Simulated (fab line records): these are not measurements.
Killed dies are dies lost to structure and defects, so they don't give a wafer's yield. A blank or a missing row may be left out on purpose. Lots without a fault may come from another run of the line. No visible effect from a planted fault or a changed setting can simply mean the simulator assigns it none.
fab line records	flow gf180mcu	part 1 of 2: steps 1 to 27 of 39
record lots=5	wafers=15	last_day=33
route steps=602 shown PSD@256 NSD@262 SAB@264 SALICIDE@278 CONTACT@287
lots that met no fault: from a run of the same line without faults
start_h: start of the lot's first displayed wafer, in hours after the record's first day	wait_h: time in hours since the lot's previous step	" as in the row above	L1.1+2: a row that stands for several wafers	- no value present, or no start provided	* or withheld: withheld	< > ~ a bound
route shown NAME@n: a module of which the file shows steps, and the number in the route of the first	usual: mean/standard deviation taken from wafers without a fault	same: alike in all rows	chamber/n: place in a boat	sites: the reading at each site	_std_site: standard deviation across them	_edge_site: the outer-site mean with the inner-site mean subtracted	radius_mm: for every site, how far away it sits from the centre of the wafer	mask NAME#n: copy n	behind: the last tool/chamber to shape the wafer	hold: cause of the lot's hold/its duration in hours/its outcome	device: the n, p or np transistor that did not switch	end of line: tests run on the same wafers once the route is complete	step lacking rows: just its recipe	killed: dies lost to structure and defects at the first sort, not the wafer's yield	map: the dies of a wafer, with x for killed, . for not killed, _ for no die there
set.NAME: the run value of the setting; set.NAME@STEP: its run value at that earlier step	model.NAME: the simulator's own value behind a step, which no gauge read
certain route steps with their lots: each step a table, each wafer a row
services: the hour from which a tool's chamber was out of use, counted from the record's first day as start_h (under 0 if before that day), plus the number of hours and why
## steps
# step GF_PSD_OVL_MEAS_08
# usual PSD_OVL=-0.7/1.6
lot.wafer	tool	chamber	start_h	wait_h	PSD_OVL[nm]
L085.1	overlay-01	-	408.66	0.1	-0.8
L085.3	"	-	"	"	0.7
L085.4	"	-	"	"	-0.4
L086.1	overlay-01	-	417.82	0.1	-3.0
L086.2	"	-	"	"	-5.0
L086.6	"	-	"	"	-2.1
L088.1	overlay-01	-	432.82	0.1	3.8
L088.4	"	-	"	"	3.3
L088.6	"	-	"	"	1.9
L091.2	overlay-02	-	457.94	0.1	0.1
L091.3	"	-	"	"	-1.2
L091.5	"	-	"	"	-1.5
L093.2	overlay-02	-	476.94	0.1	-1.5
L093.5	"	-	"	"	-3.3
L093.6	"	-	"	"	-2.3
# step GF_PSD_IMPLANT_09
# recipe species=BF2	energy_kev=40	dose_cm2=1.5e+15	tilt_deg=7
# usual beam_on_s=9.99/0.21
lot.wafer	tool	chamber	start_h	wait_h	beam_on_s
L085.1	implanter-03	0	408.69	0.0	9.89
L085.3	"	0	"	"	9.97
L085.4	"	0	"	"	9.99
L086.1	implanter-03	0	417.86	0.0	10.38
L086.2	"	0	"	"	9.95
L086.6	"	0	"	"	10.15
L088.1	implanter-04	0	432.86	0.0	10.48
L088.4	"	0	"	"	10.20
L088.6	"	0	"	"	9.72
L091.2	implanter-03	0	458.00	0.0	9.88
L091.3	"	0	"	"	9.78
L091.5	"	0	"	"	9.61
L093.2	implanter-01	0	476.99	0.0	9.92
L093.5	"	0	"	"	10.13
L093.6	"	0	"	"	10.51
# step GF_PSD_STRIP_10
# recipe chemistry=O2/N2	power_w=1400	pressure_mtorr=1500	platen_temp_c=250	o2_flow_sccm=3000	n2_flow_sccm=300	overash_fraction=0.5
# usual chamber_pressure_mTorr=1499.8/1.8	drypump_motor_current_A=5.9/0.31	heater_power_w=322/45	oes_product_au=0.592/0.0046	strip_time_to_endpoint_s=16.53/0.036
# same overash_fraction=0.5
lot.wafer	tool	chamber	start_h	wait_h	chamber_pressure_mTorr	drypump_motor_current_A	heater_power_w	oes_product_au	rf_hours_counter_h	strip_time_to_endpoint_s
L085.1	plasma_asher-03	0	408.84	0.1	1498.5	5.7	362	0.591	77	16.46
L085.3	"	0	"	"	1499.9	5.6	365	0.581	-	16.45
L085.4	"	1	"	"	1499.0	6.3	358	0.593	-	16.46
L086.1	plasma_asher-01	0	418.01	0.1	1497.0	5.8	253	0.596	65	16.53
L086.2	"	1	"	"	1500.6	5.7	353	0.595	65	16.50
L086.6	"	0	"	"	1500.7	5.8	244	0.597	-	16.51
L088.1	plasma_asher-02	1	433.01	0.1	1499.6	5.6	320	0.587	29	16.50
L088.4	"	0	"	"	1498.1	6.4	285	0.593	-	16.53
L088.6	"	1	"	"	1501.4	5.6	329	0.586	-	16.49
L091.2	plasma_asher-01	1	458.12	0.1	1499.7	5.7	358	0.589	70	16.55
L091.3	"	0	"	"	1500.0	5.9	249	0.592	-	16.55
L091.5	"	1	"	"	1500.4	5.6	355	0.594	-	16.57
L093.2	plasma_asher-02	1	477.12	0.1	1497.8	5.6	319	0.596	34	16.58
L093.5	"	1	"	"	1497.1	5.6	327	0.594	-	16.60
L093.6	"	0	"	"	1499.2	6.4	295	0.590	-	16.53
# step GF_PSD_TW_MEAS_11
# usual PSD_TW=3209/38
lot.wafer	tool	chamber	start_h	wait_h	PSD_TW
L085.1	film_metro-02	-	408.94	0.1	3129
L085.3	"	-	"	"	3128
L085.4	"	-	"	"	3126
L086.1	film_metro-04	-	418.11	0.1	3230
L086.2	"	-	"	"	3212
L086.6	"	-	"	"	3242
L088.1	film_metro-02	-	433.13	0.1	3125
L088.4	"	-	"	"	3137
L088.6	"	-	"	"	3125
L091.2	film_metro-01	-	458.23	0.1	3207
L091.3	"	-	"	"	3222
L091.5	"	-	"	"	3204
L093.2	film_metro-04	-	477.23	0.1	3221
L093.5	"	-	"	"	3220
L093.6	"	-	"	"	3219
# step GF_PSD_CLEAN_12
# recipe chemistry=SC1/SC2	mix=1:4:20	temp_c=70	time_s=150	dry=n2_spin
# usual bath_guard_temp_C=70.2/0.43
lot.wafer	tool	chamber	start_h	wait_h	bath_guard_temp_C
L085.1	wet_bench-03	2	409.00	0.1	69.4
L085.3	"	2	"	"	69.4
L085.4	"	2	"	"	69.6
L086.1	wet_bench-02	2	418.17	0.1	70.1
L086.2	"	2	"	"	70.0
L086.6	"	2	"	"	69.8
L088.1	wet_bench-03	1	433.19	0.1	70.2
L088.4	"	1	"	"	70.5
L088.6	"	1	"	"	70.7
L091.2	wet_bench-03	1	458.28	0.0	70.2
L091.3	"	1	"	"	70.6
L091.5	"	1	"	"	70.5
L093.2	wet_bench-02	3	477.28	0.0	70.8
L093.5	"	3	"	"	70.3
L093.6	"	3	"	"	70.5
# step GF_PSD_RTA_13
# recipe temp_c=1025	time_s=20	ambient=N2
# usual lamp_power_pct=32.9/1.6	wafer_temp_C_max=1028.8/1.1
lot.wafer	tool	chamber	start_h	wait_h	lamp_power_pct	wafer_temp_C_max
L085.1	rtp_anneal-01	0	409.13	0.0	33.8	1027.7
L085.3	"	0	"	"	33.8	1029.6
L085.4	"	0	"	"	33.7	1028.6
L086.1	rtp_anneal-02	0	418.27	0.0	29.8	1030.4
L086.2	"	0	"	"	29.8	1031.7
L086.6	"	0	"	"	29.8	1029.8
L088.1	rtp_anneal-01	0	433.24	0.0	33.7	1028.4
L088.4	"	0	"	"	33.7	1027.7
L088.6	"	0	"	"	33.8	1029.8
L091.2	rtp_anneal-01	0	458.34	0.0	33.7	1027.1
L091.3	"	0	"	"	33.7	1029.1
L091.5	"	0	"	"	33.7	1028.5
L093.2	rtp_anneal-01	0	477.35	0.0	33.7	1028.2
L093.5	"	0	"	"	33.7	1028.5
L093.6	"	0	"	"	33.8	1028.0
# step GF_PSD_RS_MEAS_14
# recipe thk_meas_gauge=four-point-probe
# usual NSD_RS=46.11/0.085
lot.wafer	tool	chamber	start_h	wait_h	NSD_RS[ohm/sq]
L085.1	film_metro-01	-	409.22	0.1	46.06
L085.3	"	-	"	"	46.03
L085.4	"	-	"	"	46.11
L086.1	film_metro-02	-	418.35	0.1	46.16
L086.2	"	-	"	"	46.19
L086.6	"	-	"	"	46.20
L088.1	film_metro-01	-	433.32	0.1	46.22
L088.4	"	-	"	"	46.20
L088.6	"	-	"	"	46.22
L091.2	film_metro-02	-	458.43	0.1	46.24
L091.3	"	-	"	"	46.08
L091.5	"	-	"	"	46.05
L093.2	film_metro-01	-	477.44	0.1	46.18
L093.5	"	-	"	"	46.15
L093.6	"	-	"	"	46.09
# step GF_PSD_RS_MEAS_15
# recipe thk_meas_gauge=four-point-probe
# usual PSD_RS=108.51/0.24
lot.wafer	tool	chamber	start_h	wait_h	PSD_RS[ohm/sq]
L085.1	film_metro-01	-	409.34	0.1	108.59
L085.3	"	-	"	"	108.69
L085.4	"	-	"	"	108.58
L086.1	film_metro-02	-	418.47	0.1	108.77
L086.2	"	-	"	"	108.74
L086.6	"	-	"	"	108.78
L088.1	film_metro-01	-	433.44	0.1	109.01
L088.4	"	-	"	"	108.69
L088.6	"	-	"	"	108.80
L091.2	film_metro-02	-	458.55	0.1	108.50
L091.3	"	-	"	"	108.90
L091.5	"	-	"	"	108.44
L093.2	film_metro-01	-	477.56	0.1	108.57
L093.5	"	-	"	"	108.58
L093.6	"	-	"	"	108.80
# step GF_SAB_CVD_00
# recipe material=SiO2	target_thk_nm=50	precursor=TEOS	temp_c=400	time_s=4.9302	rf_w=600
# usual heater_power_w=712/81
lot.wafer	tool	chamber	start_h	wait_h	heater_power_w
L085.1	pecvd-01	1	409.46	0.1	849
L085.3	"	2	"	"	764
L085.4	"	1	"	"	839
L086.1	pecvd-04	2	418.59	0.1	745
L086.2	"	0	"	"	778
L086.6	"	0	"	"	599
L088.1	pecvd-03	2	433.56	0.1	726
L088.4	"	0	"	"	675
L088.6	"	1	"	"	644
L091.2	pecvd-03	0	458.65	0.1	657
L091.3	"	2	"	"	754
L091.5	"	1	"	"	776
L093.2	pecvd-01	1	477.66	0.1	736
L093.5	"	0	"	"	814
L093.6	"	1	"	"	744
# step GF_SAB_THK_MEAS_01
# recipe reads=SiO2_of_SAB_CVD_00
# usual SAB_CVD_00_THK=50.1/0.64
lot.wafer	tool	chamber	start_h	wait_h	SAB_CVD_00_THK[nm]
L085.1	film_metro-03	-	409.48	0.0	49.0
L085.3	"	-	"	"	49.3
L085.4	"	-	"	"	50.3
L086.1	film_metro-01	-	418.61	0.0	50.2
L086.2	"	-	"	"	50.0
L086.6	"	-	"	"	50.5
L088.1	film_metro-02	-	433.58	0.0	49.9
L088.4	"	-	"	"	51.3
L088.6	"	-	"	"	50.5
L091.2	film_metro-03	-	458.68	0.0	49.2
L091.3	"	-	"	"	49.2
L091.5	"	-	"	"	50.1
L093.2	film_metro-02	-	477.69	0.0	49.9
L093.5	"	-	"	"	50.5
L093.6	"	-	"	"	50.6
# step GF_SAB_DEHYDRATE_02
# recipe temp_c=200	time_s=60
lot.wafer	tool	chamber	start_h	wait_h
L085.1+3+4	litho_track-04	0	420.50	11.0
L086.1+2+6	litho_track-04	0	430.00	11.4
L088.1+4+6	litho_track-01	0	445.25	11.7
L091.2+3+5	litho_track-01	0	469.68	11.0
L093.2+5+6	litho_track-02	0	488.24	10.5
# step GF_SAB_HMDS_03
# recipe prime_time_s=60	prime_temp_c=120
lot.wafer	tool	chamber	start_h	wait_h
L085.1+3+4	litho_track-04	0	420.65	0.1
L086.1+2+6	litho_track-04	0	430.15	0.1
L088.1+4+6	litho_track-01	0	445.40	0.1
L091.2+3+5	litho_track-01	0	469.83	0.1
L093.2+5+6	litho_track-02	0	488.39	0.1
# step GF_SAB_COAT_04
# recipe resist=NOVOLAK	spin_rpm=3000	resist_thk_nm=1014
# usual dispense_pressure_kPa=50/5.8	spin_speed_rpm=2999.9/2
lot.wafer	tool	chamber	start_h	wait_h	dispense_pressure_kPa	spin_speed_rpm
L085.1	litho_track-04	0	420.80	0.1	42	3000.1
L085.3	"	0	"	"	42	3000.1
L085.4	"	0	"	"	42	3003.5
L086.1	litho_track-04	0	430.30	0.1	42	2996.8
L086.2	"	0	"	"	42	3000.8
L086.6	"	0	"	"	42	2998.3
L088.1	litho_track-01	0	445.55	0.1	51	3003.2
L088.4	"	0	"	"	51	2998.9
L088.6	"	0	"	"	51	3000.6
L091.2	litho_track-01	0	469.98	0.1	51	2999.7
L091.3	"	0	"	"	51	2999.3
L091.5	"	0	"	"	51	2995.7
L093.2	litho_track-02	0	488.54	0.1	57	3001.9
L093.5	"	0	"	"	57	2999.7
L093.6	"	0	"	"	57	2999.8
# step GF_SAB_SOFTBAKE_05
# recipe temp_c=90	time_s=60	resist=NOVOLAK
lot.wafer	tool	chamber	start_h	wait_h
L085.1+3+4	litho_track-04	0	420.95	0.1
L086.1+2+6	litho_track-04	0	430.45	0.1
L088.1+4+6	litho_track-01	0	445.70	0.1
L091.2+3+5	litho_track-01	0	470.13	0.1
L093.2+5+6	litho_track-02	0	488.69	0.1
# step GF_SAB_EXPOSE_06
# recipe mask_id=SAB	target_cd_nm=420	na=0.6	source_shape=conventional	sigma_outer=0.6	dose_mj=140
lot.wafer	tool	chamber	start_h	wait_h	mask
L085.1+3+4	iline_stepper-02	0	-	-	SAB#0
L086.1+2+6	iline_stepper-01	0	-	-	SAB#0
L088.1+4+6	iline_stepper-01	0	-	-	SAB#0
L091.2+3+5	iline_stepper-01	0	-	-	SAB#0
L093.2+5+6	iline_stepper-01	0	-	-	SAB#0
# step GF_SAB_PEB_07
# recipe temp_c=withheld	time_s=*	resist=NOVOLAK
lot.wafer	tool	chamber	start_h	wait_h
L085.1+3+4	litho_track-04	0	-	-
L086.1+2+6	litho_track-01	0	-	-
L088.1+4+6	litho_track-04	0	-	-
L091.2+3+5	litho_track-04	0	-	-
L093.2+5+6	litho_track-01	0	-	-
# step GF_SAB_DEVELOP_08
# recipe develop_time_s=60	dev_temp_c=23
lot.wafer	tool	chamber	start_h	wait_h
L085.1+3+4	litho_track-04	0	432.30	0.1
L086.1+2+6	litho_track-01	0	442.95	0.1
L088.1+4+6	litho_track-04	0	457.60	0.1
L091.2+3+5	litho_track-04	0	482.47	0.1
L093.2+5+6	litho_track-01	0	500.58	0.1
# step GF_SAB_CD_MEAS_09
# recipe target_cd_nm=420
# usual cd_nm=420.8/1.8
lot.wafer	tool	chamber	start_h	wait_h	cd_nm
L085.1	cd_sem-02	-	432.45	0.1	418.9
L085.3	"	-	"	"	419.5
L085.4	"	-	"	"	418.3
L086.1	cd_sem-01	-	443.10	0.1	425.8
L086.2	"	-	"	"	423.9
L086.6	"	-	"	"	423.2
L088.1	cd_sem-01	-	457.75	0.1	421.1
L088.4	"	-	"	"	420.6
L088.6	"	-	"	"	420.8
L091.2	cd_sem-02	-	482.62	0.1	419.5
L091.3	"	-	"	"	418.2
L091.5	"	-	"	"	419.2
L093.2	cd_sem-02	-	500.72	0.1	418.7
L093.5	"	-	"	"	419.0
L093.6	"	-	"	"	420.0
# step GF_SAB_OVL_MEAS_10
# usual SAB_OVL=0.6/1.4
lot.wafer	tool	chamber	start_h	wait_h	SAB_OVL[nm]
L085.1	overlay-01	-	432.57	0.1	1.8
L085.3	"	-	"	"	1.9
L085.4	"	-	"	"	1.1
L086.1	overlay-02	-	443.22	0.1	-1.5
L086.2	"	-	"	"	-0.4
L086.6	"	-	"	"	0.6
L088.1	overlay-01	-	457.87	0.1	2.9
L088.4	"	-	"	"	-0.2
L088.6	"	-	"	"	1.0
L091.2	overlay-02	-	482.73	0.1	-0.1
L091.3	"	-	"	"	0.7
L091.5	"	-	"	"	1.4
L093.2	overlay-01	-	500.83	0.1	-0.5
L093.5	"	-	"	"	-1.2
L093.6	"	-	"	"	-2.4
# step GF_SAB_ETCH_11
# recipe chemistry=C4F8/O2/Ar	mask_material=NOVOLAK	target=SiO2	target_depth_nm=55	source_w=1500	bias_w=1200	pressure_mtorr=40	c4f8_flow_sccm=withheld	O2_flow_sccm=6	Ar_flow_sccm=300	time_s=8.5
# usual chamber_pressure_mTorr=40.00/0.035	oes_product_au=1.001/0.0088
lot.wafer	tool	chamber	start_h	wait_h	chamber_pressure_mTorr	oes_product_au	rf_hours_counter_h
L085.1	rie_diel-02	3	432.61	0.0	40.01	1.013	77
L085.3	"	2	"	"	39.99	1.016	8
L085.4	"	0	"	"	40.02	0.992	9
L086.1	rie_diel-02	3	443.26	0.0	39.95	1.005	78
L086.2	"	2	"	"	40.01	1.010	8
L086.6	"	3	"	"	40.00	1.011	-
L088.1	rie_diel-02	2	457.91	0.0	40.05	1.013	8
L088.4	"	3	"	"	39.99	1.016	78
L088.6	"	3	"	"	40.04	1.000	-
L091.2	rie_diel-03	0	482.76	0.0	40.01	1.013	96
L091.3	"	3	"	"	39.96	1.000	50
L091.5	"	1	"	"	39.97	1.001	-
L093.2	rie_diel-03	3	500.86	0.0	40.00	0.993	51
L093.5	"	2	"	"	39.97	0.980	-
L093.6	"	1	"	"	40.01	1.000	-
# step GF_SAB_WET_ETCH_12
# recipe chemistry=dHF	target_depth_nm=22	dry=n2_spin	target=SiO2	temp_c=25	dilution=100:1	time_s=440
lot.wafer	tool	chamber	start_h	wait_h
L085.1+3+4	wet_bench-01	2	432.63	0.0
L086.1+2+6	wet_bench-04	3	443.28	0.0
L088.1+4+6	wet_bench-04	2	457.93	0.0
L091.2+3+5	wet_bench-03	2	482.78	0.0
L093.2+5+6	wet_bench-04	2	500.88	0.0
# step GF_SAB_STRIP_13
# recipe chemistry=O2/N2	power_w=1400	pressure_mtorr=1500	platen_temp_c=250	o2_flow_sccm=3000	n2_flow_sccm=300	overash_fraction=0.5
# usual chamber_pressure_mTorr=1500/3.1	drypump_motor_current_A=5.8/0.52	heater_power_w=318/36	oes_product_au=0.709/0.0045	strip_time_to_endpoint_s=12.78/0.033
# same overash_fraction=0.5
lot.wafer	tool	chamber	start_h	wait_h	chamber_pressure_mTorr	drypump_motor_current_A	heater_power_w	oes_product_au	rf_hours_counter_h	strip_time_to_endpoint_s
L085.1	plasma_asher-03	0	432.76	0.0	1499	5.6	367	0.706	80	12.78
L085.3	"	0	"	"	1500	5.6	363	0.700	-	12.76
L085.4	"	1	"	"	1500	6.3	357	0.706	-	12.75
L086.1	plasma_asher-03	0	443.41	0.0	1499	5.6	366	0.708	81	12.80
L086.2	"	1	"	"	1500	6.3	360	0.711	81	12.78
L086.6	"	0	"	"	1499	5.6	369	0.710	-	12.83
L088.1	plasma_asher-03	1	458.07	0.0	1498	6.3	353	0.709	83	12.77
L088.4	"	0	"	"	1497	5.6	366	0.709	-	12.78
L088.6	"	0	"	"	1501	5.6	365	0.709	-	12.79
L091.2	plasma_asher-02	0	482.91	0.0	1503	6.4	287	0.715	34	12.82
L091.3	"	1	"	"	1498	5.6	329	0.709	-	12.77
L091.5	"	0	"	"	1499	6.4	278	0.716	-	12.82
L093.2	plasma_asher-04	0	501.01	0.0	1498	6.0	261	0.714	7	12.78
L093.5	"	1	"	"	1501	4.8	292	0.717	-	12.81
L093.6	"	0	"	"	1499	6.0	263	0.707	-	12.79
# step GF_SALICIDE_CLEAN_00
# recipe chemistry=SC1/SC2	mix=1:4:20	temp_c=70	time_s=150
# usual bath_guard_temp_C=70.3/0.3
lot.wafer	tool	chamber	start_h	wait_h	bath_guard_temp_C
L085.1	wet_bench-03	0	432.86	0.1	70.1
L085.3	"	0	"	"	70.3
L085.4	"	0	"	"	70.2
L086.1	wet_bench-02	0	443.51	0.1	70.0
L086.2	"	0	"	"	70.5
L086.6	"	0	"	"	70.1
L088.1	wet_bench-04	3	458.17	0.1	69.9
L088.4	"	3	"	"	70.1
L088.6	"	3	"	"	70.1
L091.2	wet_bench-02	3	483.01	0.1	70.2
L091.3	"	3	"	"	70.7
L091.5	"	3	"	"	70.4
L093.2	wet_bench-03	0	501.11	0.1	70.2
L093.5	"	0	"	"	70.4
L093.6	"	0	"	"	70.5
# step GF_SALICIDE_WET_ETCH_01
# recipe chemistry=dHF	target_depth_nm=5	dry=ipa_marangoni	target=SiO2	temp_c=25	dilution=100:1	time_s=100
lot.wafer	tool	chamber	start_h	wait_h
L085.1+3+4	wet_bench-04	0	432.91	0.0
L086.1+2+6	wet_bench-03	1	443.56	0.0
L088.1+4+6	wet_bench-02	1	458.22	0.0
L091.2+3+5	wet_bench-04	2	483.07	0.0
L093.2+5+6	wet_bench-02	1	501.16	0.0
# step GF_SALICIDE_SPUTTER_02
# recipe material=Co	target_thk_nm=10	power_w=1000	time_s=20	chamber_pressure_pa=0.4
# usual throttle_valve_pct=29.9/0.79
lot.wafer	tool	chamber	start_h	wait_h	throttle_valve_pct
L085.1	pvd_sputter-01	-	432.94	0.0	30.3
L085.3	"	-	"	"	30.3
L085.4	"	-	"	"	29.5
L086.1	pvd_sputter-01	-	443.60	0.0	30.2
L086.2	"	-	"	"	29.3
L086.6	"	-	"	"	29.1
L088.1	pvd_sputter-04	-	458.26	0.0	30.5
L088.4	"	-	"	"	31.0
L088.6	"	-	"	"	30.3
L091.2	pvd_sputter-04	-	483.11	0.0	31.0
L091.3	"	-	"	"	30.2
L091.5	"	-	"	"	30.4
L093.2	pvd_sputter-04	-	501.20	0.0	28.9
L093.5	"	-	"	"	30.9
L093.6	"	-	"	"	31.0
# step GF_SALICIDE_SPUTTER_03
# recipe material=TiN	target_thk_nm=20	power_w=6500	time_s=16.7	chamber_pressure_pa=0.4
# usual throttle_valve_pct=29.9/0.78
lot.wafer	tool	chamber	start_h	wait_h	throttle_valve_pct
L085.1	pvd_sputter-01	-	432.97	0.0	29.9
L085.3	"	-	"	"	30.6
L085.4	"	-	"	"	29.7
L086.1	pvd_sputter-01	-	443.63	0.0	30.0
L086.2	"	-	"	"	29.0
L086.6	"	-	"	"	28.8
L088.1	pvd_sputter-04	-	458.29	0.0	30.3
L088.4	"	-	"	"	30.8
L088.6	"	-	"	"	30.3
L091.2	pvd_sputter-04	-	483.14	0.0	30.9
L091.3	"	-	"	"	30.1
L091.5	"	-	"	"	30.2
L093.2	pvd_sputter-04	-	501.23	0.0	28.8
L093.5	"	-	"	"	30.8
L093.6	"	-	"	"	30.8
# step GF_SALICIDE_RS_MEAS_04
# recipe thk_meas_gauge=four-point-probe	reads=TiN_of_SALICIDE_SPUTTER_03+Co_of_SALICIDE_SPUTTER_02
# usual SALICIDE_TIN_RS=16.21/0.28
lot.wafer	tool	chamber	start_h	wait_h	SALICIDE_TIN_RS[ohm/sq]
L085.1	film_metro-01	-	433.00	0.0	16.08
L085.3	"	-	"	"	16.15
L085.4	"	-	"	"	16.02
L086.1	film_metro-04	-	443.65	0.0	15.88
L086.2	"	-	"	"	15.76
L086.6	"	-	"	"	15.72
L088.1	film_metro-04	-	458.32	0.0	15.80
L088.4	"	-	"	"	16.05
L088.6	"	-	"	"	15.81
L091.2	film_metro-03	-	483.18	0.0	16.51
L091.3	"	-	"	"	16.47
L091.5	"	-	"	"	16.36
L093.2	film_metro-03	-	501.28	0.0	16.40
L093.5	"	-	"	"	15.84
L093.6	"	-	"	"	16.02
